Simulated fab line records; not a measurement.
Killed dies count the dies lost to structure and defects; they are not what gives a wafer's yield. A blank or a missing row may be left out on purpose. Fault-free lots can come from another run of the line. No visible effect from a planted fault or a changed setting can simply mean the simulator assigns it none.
Struck lot and sound lot, side by side	flow sky130	19 steps out of a route of 708
Sound: wafers L573.3, L573.4, L573.5. Struck: wafer L581.4 (L581.1, L581.3, from the same lot, were not struck and are left out); the cause is given at the end.
At each step with rows: each side's tool, then ch and its chambers, then its first start. Under that, the readings that differ: sound wafers	struck wafers	difference of the means	sigmas: that difference in standard deviations of wafers without a fault.
alike: readings with means less than 2 such deviations apart, plus words and numbers identical on both sides. not compared: withheld readings, readings lacking a value on some wafer, bounds such as >300 that could conceal the same value, and numbers that have no deviation in the record and whose values overlap.
A row with sigmas, a row that says differs or no value, or rows on one side alone: a step with any of these is where the two part. When numbers do not overlap yet have no deviation, they are printed without sigmas and do not part them. A reading missing from all wafers of one side parts the sides only when that side holds two or more wafers.

first, 2 steps without rows for these wafers: SKY_METAL2_CLEAN_23 (cleans in O3/DIW); SKY_VIA2_HDPCVD_00 (deposits SiO2, target thk 1180 nm, time 196.7 s).
SKY_VIA2_THK_MEAS_01:
  struck on film_metro-02, day 39 03:57; sound on film_metro-02, day 36 06:06
reading	sound	struck	difference	sigmas
VIA2_HDPCVD_THK (nm)	1192 1204 1188	1164	-31	-3
SKY_VIA2_CMP_02: polishes SiO2.
  sound on cmp-01 ch 0,1,3, day 36 06:11; struck on cmp-02 ch 1, day 39 04:20
reading	sound	struck	difference	sigmas
motor_current_A (A)	11.7 12.3 13.3	15.1	+2.7	+2
  alike: head_pressure_psi
SKY_VIA2_BOW_MEAS_03:
  struck on film_metro-02, day 39 04:38; sound on film_metro-03, day 36 06:29
  alike: VIA2_BOW
then, 7 steps without rows for these wafers: SKY_VIA2_DEHYDRATE_04 (time 60 s); SKY_VIA2_HMDS_05 (prime time 60 s); SKY_VIA2_COAT_06 (resist thk 60 nm); SKY_VIA2_COAT_07 (resist thk 450 nm); SKY_VIA2_SOFTBAKE_08 (time 90 s); SKY_VIA2_EXPOSE_09 (exposes mask VIM2, target cd 200 nm); SKY_VIA2_PEB_10.
SKY_VIA2_DEVELOP_11: develop time 60 s.
  sound on litho_track-01 ch 0, day 37 07:00; struck on litho_track-01 ch 0, day 40 05:00
  alike: resist_line_temp_C
SKY_VIA2_CD_MEAS_12: target cd 200 nm.
  struck on cd_sem-02, day 40 05:13; sound on cd_sem-01, day 37 07:58
reading	sound	struck	difference	sigmas
cd_nm (nm)	201.0 200.3 201.7	204.0	+3.0	+2
SKY_VIA2_OVL_MEAS_13:
  struck on overlay-01, day 40 05:20; sound on overlay-02, day 37 08:03
  alike: VIA2_OVL
SKY_VIA2_ETCH_14: etches BARC in N2/H2, stops on SiO2, time 45.9 s, target depth 60 nm.
  sound on rie_diel-02 ch 0,1,2, day 37 08:05; struck on rie_diel-04 ch 0, day 40 05:23
reading	sound	struck	difference	sigmas
model.VIA2.cd_nm (nm)	201.5 200.3 201.1	203.4	+2.4	
  alike: drypump_motor_current_A, oes_product_au, throttle_valve_pct
  not compared: rf_hours_counter_h
SKY_VIA2_ETCH_15: etches SiO2 in C4F8/O2/Ar, stops on TiN, target depth 546 nm, time 84 s.
  sound on rie_diel-02 ch 0,1,2, day 37 08:07; struck on rie_diel-04 ch 0, day 40 05:25
  alike: oes_product_au
  not compared: model.VIA2.cd_nm
SKY_VIA2_STRIP_16: strips in O2/N2.
  sound on plasma_asher-04 ch 0,1, day 37 08:13; struck on plasma_asher-04 ch 1, day 40 05:29
  alike: drypump_motor_current_A, oes_product_au, strip_time_to_endpoint_s
  not compared: rf_hours_counter_h
next, for these wafers, 1 step has no rows: SKY_PAD_OPEN_PROBE_99.

## WHERE THEY PART
Last at SKY_VIA2_CD_MEAS_12 as far as this record goes, first at SKY_VIA2_THK_MEAS_01. Later steps at which nothing parts them and some readings are alike: SKY_VIA2_OVL_MEAS_13, SKY_VIA2_ETCH_14, SKY_VIA2_ETCH_15, SKY_VIA2_STRIP_16.

WHY: whatever the simulator had introduced
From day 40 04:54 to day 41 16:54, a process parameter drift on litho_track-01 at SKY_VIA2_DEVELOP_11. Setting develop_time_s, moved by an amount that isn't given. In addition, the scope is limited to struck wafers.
